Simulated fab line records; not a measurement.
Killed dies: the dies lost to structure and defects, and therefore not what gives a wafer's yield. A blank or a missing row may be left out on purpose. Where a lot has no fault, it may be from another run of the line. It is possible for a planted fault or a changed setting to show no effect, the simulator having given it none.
Which of the tools did it? | flow sky130 | 24 lots, 72 wafers sampled, at 5 steps of a route of 708

== WHAT EACH GAUGE READ, for each wafer ==
SKY_SD_P_TW_MEAS_11. Usual: for SD_P_TW the level is 2819 and the standard deviation is 13.
lot  | measured     | on           | SD_P_TW        | flag
L075 | day 25 07:04 | filmMetro-02 | 2806 2799 2793 | 
L074 | day 25 07:15 | filmMetro-03 | 2797 2820 2810 | 
L076 | day 27 03:19 | filmMetro-02 | 2834 2830 2836 | 
L077 | day 27 04:33 | filmMetro-02 | 2808 2810 2808 | 
L078 | day 30 16:18 | filmMetro-02 | 2817 2805 2803 | 
L079 | day 30 18:30 | filmMetro-02 | 2817 2840 2828 | 
L080 | day 30 19:52 | filmMetro-03 | 2824 2824 2802 | 
L083 | day 30 20:27 | filmMetro-03 | 2823 2834 2827 | 
L085 | day 30 20:46 | filmMetro-03 | 2841 2825 2822 | 
L081 | day 30 20:49 | filmMetro-04 | 2824 2822 2806 | 
L084 | day 30 22:01 | filmMetro-03 | 2829 2798 2829 | 
L082 | day 30 22:39 | filmMetro-02 | 2810 2812 2812 | 
L086 | day 31 01:27 | filmMetro-02 | 2810 2812 2811 | 
L088 | day 31 05:52 | filmMetro-04 | 2822 2808 2815 | 
L087 | day 31 06:57 | filmMetro-04 | 2839 2828 2838 | 
L089 | day 31 07:15 | filmMetro-02 | 2827 2803 2807 | 
L090 | day 31 07:33 | filmMetro-03 | 2834 2832 2832 | 
L091 | day 31 08:30 | filmMetro-02 | 2795 2813 2799 | 
L092 | day 31 11:28 | filmMetro-02 | 2803 2804 2805 | 
L093 | day 31 19:49 | filmMetro-03 | 2847 2830 2851 | 
L094 | day 31 22:33 | filmMetro-03 | 2830 2827 2836 | 
L095 | day 32 02:07 | filmMetro-04 | 2811 2812 2816 | 
L096 | day 32 10:07 | filmMetro-03 | 2808 2814 2811 | 
L097 | day 32 22:41 | filmMetro-03 | 2819 2831 2826 | 

SKY_VIA1_THK_MEAS_01. Usual: for VIA1_HDPCVD_THK the level is 1027 nm and the standard deviation is 15.
lot  | measured     | on           | VIA1_HDPCVD_THK (nm) | flag
L075 | day 32 15:39 | filmMetro-02 | 1034 1041 1041       | 
L074 | day 32 15:59 | filmMetro-04 | 1015 1013 1017       | 
L076 | day 34 09:59 | filmMetro-04 | 1052 1050 1043       | 
L077 | day 34 10:34 | filmMetro-03 | 1030 1037 1037       | 
L078 | day 37 15:59 | filmMetro-04 | 1036 1026 1029       | 
L079 | day 37 17:08 | filmMetro-03 | 1027 1023 1031       | 
L080 | day 37 18:00 | filmMetro-02 | 1030 1042 1031       | 
L083 | day 37 18:56 | filmMetro-03 | 1023 1023 1021       | 
L085 | day 37 19:18 | filmMetro-03 | 1037 1017 1026       | 
L081 | day 37 20:37 | filmMetro-03 | 1003 1024 1030       | 
L084 | day 37 20:59 | filmMetro-03 | 1014 1017 1018       | 
L082 | day 37 21:18 | filmMetro-04 | 1022 1026 1039       | 
L086 | day 37 23:56 | filmMetro-04 | 1017 1034 1032       | 
L088 | day 38 02:37 | filmMetro-02 | 1031 1048 1015       | 
L087 | day 38 03:56 | filmMetro-02 | 1024 1006 1039       | 
L089 | day 38 04:29 | filmMetro-03 | 1006 1000 1000       | 
L090 | day 38 06:10 | filmMetro-03 | 1042 1025 1048       | 
L091 | day 38 06:18 | filmMetro-02 | 994 1019 1008        | 
L092 | day 38 07:41 | filmMetro-03 | 1024 1020 1024       | 
L093 | day 38 16:14 | filmMetro-03 | 998 1021 1019        | 
L094 | day 38 18:05 | filmMetro-04 | 1047 1037 1052       | 
L095 | day 38 21:21 | filmMetro-04 | 1054 1006 1044       | 
L096 | day 39 04:19 | filmMetro-03 | 1032 1028 995        | 
L097 | day 39 22:25 | filmMetro-02 | 1042 1039 1031       | 

== WHAT TOOL EACH LOT RAN ON (gives the tool, then ch and the chambers of the sampled wafers, and finally the start) ==
lot  | SKY_LI_CONTACT_ETCH_15            | SKY_CONTACT_ETCH_17               | SKY_CONTACT_ETCH_18
L075 | rieDiel-04 ch 0,2, day 28 21:39   | rieDiel-02 ch 0,1,3, day 31 09:47 | rieDiel-02 ch 0,1,3, day 32 15:39 or earlier
L074 | rieDiel-04 ch 0,1,2, day 28 22:55 | rieDiel-01 ch 1,2,3, day 31 09:57 | rieDiel-01 ch 1,2,3, day 32 15:59 or earlier
L076 | rieDiel-04 ch 0,1,2, day 30 17:39 | rieDiel-01 ch 0,2,3, day 33 04:09 | rieDiel-01 ch 0,2,3, day 34 09:59 or earlier
L077 | rieDiel-02 ch 0,2,3, day 30 18:49 | rieDiel-02 ch 0,2,3, day 33 04:13 | rieDiel-02 ch 0,2,3, day 34 10:34 or earlier
L078 | rieDiel-03 ch 0,2,3, day 34 03:36 | rieDiel-04 ch 0,1,2, day 36 11:14 | rieDiel-04 ch 0,1,2, day 37 15:59 or earlier
L079 | rieDiel-02 ch 0,1, day 34 05:49   | rieDiel-01 ch 0,2,3, day 36 12:12 | rieDiel-01 ch 0,2,3, day 37 17:08 or earlier
L080 | rieDiel-02 ch 0,3, day 34 06:58   | rieDiel-04 ch 0,1,3, day 36 13:21 | rieDiel-04 ch 0,1,3, day 37 18:00 or earlier
L083 | rieDiel-04 ch 0,1,2, day 34 08:12 | rieDiel-02 ch 1,3, day 36 14:18   | rieDiel-02 ch 1,3, day 37 18:56 or earlier
L085 | rieDiel-03 ch 0,2, day 34 08:21   | rieDiel-01 ch 0,1,2, day 36 14:39 | rieDiel-01 ch 0,1,2, day 37 19:18 or earlier
L081 | rieDiel-02 ch 1,3, day 34 09:18   | rieDiel-04 ch 0,1,3, day 36 15:28 | rieDiel-04 ch 0,1,3, day 37 20:37 or earlier
L084 | rieDiel-03 ch 1,2,3, day 34 10:16 | rieDiel-02 ch 1,2,3, day 36 15:54 | rieDiel-02 ch 1,2,3, day 37 20:59 or earlier
L082 | rieDiel-02 ch 0,1,3, day 34 11:12 | rieDiel-01 ch 1,2,3, day 36 16:33 | rieDiel-01 ch 1,2,3, day 37 21:18 or earlier
L086 | rieDiel-03 ch 0,2,3, day 34 13:07 | rieDiel-04 ch 0,2,3, day 36 20:00 | rieDiel-04 ch 0,2,3, day 37 23:56 or earlier
L088 | rieDiel-04 ch 0,2,3, day 34 16:24 | rieDiel-02 ch 0,3, day 36 22:32   | rieDiel-02 ch 0,3, day 38 02:37 or earlier
L087 | rieDiel-04 ch 0,1,3, day 34 17:45 | rieDiel-02 ch 1,2,3, day 36 23:47 | rieDiel-02 ch 1,2,3, day 38 03:56 or earlier
L089 | rieDiel-04 ch 0,2,3, day 34 18:34 | rieDiel-04 ch 1,2, day 37 00:08   | rieDiel-04 ch 1,2, day 38 04:29 or earlier
L090 | rieDiel-04 ch 0,2,3, day 34 19:16 | rieDiel-02 ch 0,2,3, day 37 00:32 | rieDiel-02 ch 0,2,3, day 38 06:10 or earlier
L091 | rieDiel-02 ch 0,1,2, day 34 19:37 | rieDiel-04 ch 0,1,2, day 37 02:03 | rieDiel-04 ch 0,1,2, day 38 06:18 or earlier
L092 | rieDiel-03 ch 1,2,3, day 34 20:48 | rieDiel-02 ch 0,2,3, day 37 03:35 | rieDiel-02 ch 0,2,3, day 38 07:41 or earlier
L093 | rieDiel-02 ch 0,2,3, day 35 05:12 | rieDiel-02 ch 2,3, day 37 12:03   | rieDiel-02 ch 2,3, day 38 16:14 or earlier
L094 | rieDiel-04 ch 0,2,3, day 35 07:39 | rieDiel-02 ch 1,3, day 37 14:05   | rieDiel-02 ch 1,3, day 38 18:05 or earlier
L095 | rieDiel-03 ch 0,1,2, day 35 11:18 | rieDiel-01 ch 2,3, day 37 18:13   | rieDiel-01 ch 2,3, day 38 21:21 or earlier
L096 | rieDiel-04 ch 2,3, day 35 19:09   | rieDiel-04 ch 0,2, day 38 00:43   | rieDiel-04 ch 0,2, day 39 04:19 or earlier
L097 | rieDiel-03 ch 2,3, day 36 08:42   | rieDiel-02 ch 2,3, day 38 14:54   | rieDiel-02 ch 2,3, day 39 22:25 or earlier
- SKY_LI_CONTACT_ETCH_15: etches PSG in C4F8/O2/Ar, stops on Si, target depth 600 nm.
- SKY_CONTACT_ETCH_17: etches SiO2 in C4F8/O2/Ar, stops on Si3N4, target depth 340 nm.
- SKY_CONTACT_ETCH_18: etches Si3N4 in CHF3/O2, stops on TiN, time 39 s, target depth 75 nm.

== WHAT THE TOOLS THEMSELVES READ (means of the sampled wafers that have a number; where no wafer has one, the mark that the record gives instead) ==
SKY_LI_CONTACT_ETCH_15. Usual: 0.836 a.u. for oesProductAu, sd 0.0046.
lot  | tool       | oesProductAu (a.u.) | flag
L075 | rieDiel-04 | 0.828               | 
L074 | rieDiel-04 | 0.840               | 
L076 | rieDiel-04 | 0.835               | 
L077 | rieDiel-02 | 0.842               | 
L078 | rieDiel-03 | 0.838               | 
L079 | rieDiel-02 | 0.833               | 
L080 | rieDiel-02 | 0.836               | 
L083 | rieDiel-04 | 0.839               | 
L085 | rieDiel-03 | 0.835               | 
L081 | rieDiel-02 | 0.836               | 
L084 | rieDiel-03 | 0.833               | 
L082 | rieDiel-02 | 0.835               | 
L086 | rieDiel-03 | 0.833               | 
L088 | rieDiel-04 | 0.836               | 
L087 | rieDiel-04 | 0.834               | 
L089 | rieDiel-04 | 0.835               | 
L090 | rieDiel-04 | 0.837               | 
L091 | rieDiel-02 | 0.836               | 
L092 | rieDiel-03 | 0.832               | 
L093 | rieDiel-02 | 0.835               | 
L094 | rieDiel-04 | 0.834               | 
L095 | rieDiel-03 | 0.834               | 
L096 | rieDiel-04 | 0.836               | 
L097 | rieDiel-03 | 0.835               | 

SKY_CONTACT_ETCH_17. Usual: 0.891 a.u. for oesProductAu, sd 0.0046.
lot  | tool       | oesProductAu (a.u.) | flag
L075 | rieDiel-02 | 0.895               | 
L074 | rieDiel-01 | 0.890               | 
L076 | rieDiel-01 | 0.892               | 
L077 | rieDiel-02 | 0.892               | 
L078 | rieDiel-04 | 0.890               | 
L079 | rieDiel-01 | 0.890               | 
L080 | rieDiel-04 | 0.889               | 
L083 | rieDiel-02 | 0.891               | 
L085 | rieDiel-01 | 0.893               | 
L081 | rieDiel-04 | 0.890               | 
L084 | rieDiel-02 | 0.890               | 
L082 | rieDiel-01 | 0.891               | 
L086 | rieDiel-04 | 0.889               | 
L088 | rieDiel-02 | 0.889               | 
L087 | rieDiel-02 | 0.890               | 
L089 | rieDiel-04 | 0.887               | 
L090 | rieDiel-02 | 0.888               | 
L091 | rieDiel-04 | 0.895               | 
L092 | rieDiel-02 | 0.888               | 
L093 | rieDiel-02 | 0.889               | 
L094 | rieDiel-02 | 0.893               | 
L095 | rieDiel-01 | 0.890               | 
L096 | rieDiel-04 | 0.890               | 
L097 | rieDiel-02 | 0.887               | 

SKY_CONTACT_ETCH_18. Usual: drypumpMotorCurrentA 5.8 A, standard deviation 0.42; oesProductAu 0.853 a.u., standard deviation 0.0078; throttleValvePct 8.792 %, standard deviation 0.0086.
lot  | tool       | drypumpMotorCurrentA (A) | oesProductAu (a.u.) | throttleValvePct (%) | flag
L075 | rieDiel-02 | 5.5                      | 0.848               | 8.792                | 
L074 | rieDiel-01 | 6.1                      | 0.857               | 8.794                | 
L076 | rieDiel-01 | 5.7                      | 0.851               | 8.799                | 
L077 | rieDiel-02 | 5.8                      | 0.842               | 8.797                | 
L078 | rieDiel-04 | 5.6                      | 0.843               | 8.789                | 
L079 | rieDiel-01 | 5.7                      | 0.856               | 8.789                | 
L080 | rieDiel-04 | 5.4                      | 0.853               | 8.786                | 
L083 | rieDiel-02 | 5.4                      | 0.850               | 8.797                | 
L085 | rieDiel-01 | 5.8                      | 0.851               | 8.791                | 
L081 | rieDiel-04 | 5.5                      | 0.844               | 8.788                | 
L084 | rieDiel-02 | 5.7                      | 0.848               | 8.799                | 
L082 | rieDiel-01 | 6.1                      | 0.861               | 8.803                | 
L086 | rieDiel-04 | 5.8                      | 0.854               | 8.791                | 
L088 | rieDiel-02 | 5.6                      | 0.851               | 8.790                | 
L087 | rieDiel-02 | 5.7                      | 0.857               | 8.799                | 
L089 | rieDiel-04 | 5.8                      | 0.853               | 8.788                | 
L090 | rieDiel-02 | 5.8                      | 0.847               | 8.781                | 
L091 | rieDiel-04 | 5.6                      | 0.851               | 8.798                | 
L092 | rieDiel-02 | 5.8                      | 0.859               | 8.787                | 
L093 | rieDiel-02 | 5.5                      | 0.852               | 8.795                | 
L094 | rieDiel-02 | 5.4                      | 0.854               | 8.785                | 
L095 | rieDiel-01 | 5.9                      | 0.857               | 8.793                | 
L096 | rieDiel-04 | 5.9                      | 0.863               | 8.787                | 
L097 | rieDiel-02 | 5.5                      | 0.857               | 8.793                | 

== THE ANSWER, worked out from the rows above alone ==
Rule: lot off if the mean of its wafers having a number is beyond 3 standard deviations from the usual mean. Also off: a lot with no number at a reading for which 4 or more lots have one. Where the step has rows for the other lots, those lots are counted as sound. Order of review: gauges by route order, followed by the tools' own readings, for which a lot's mean as printed above is used. At the first step where some lot is off, the reading lying furthest off is the one used; lots without a number count as furthest.
No lot is off on any of the readings shown, so nothing can be concluded from this.

== WHAT THE SIMULATOR HAD PUT IN ==
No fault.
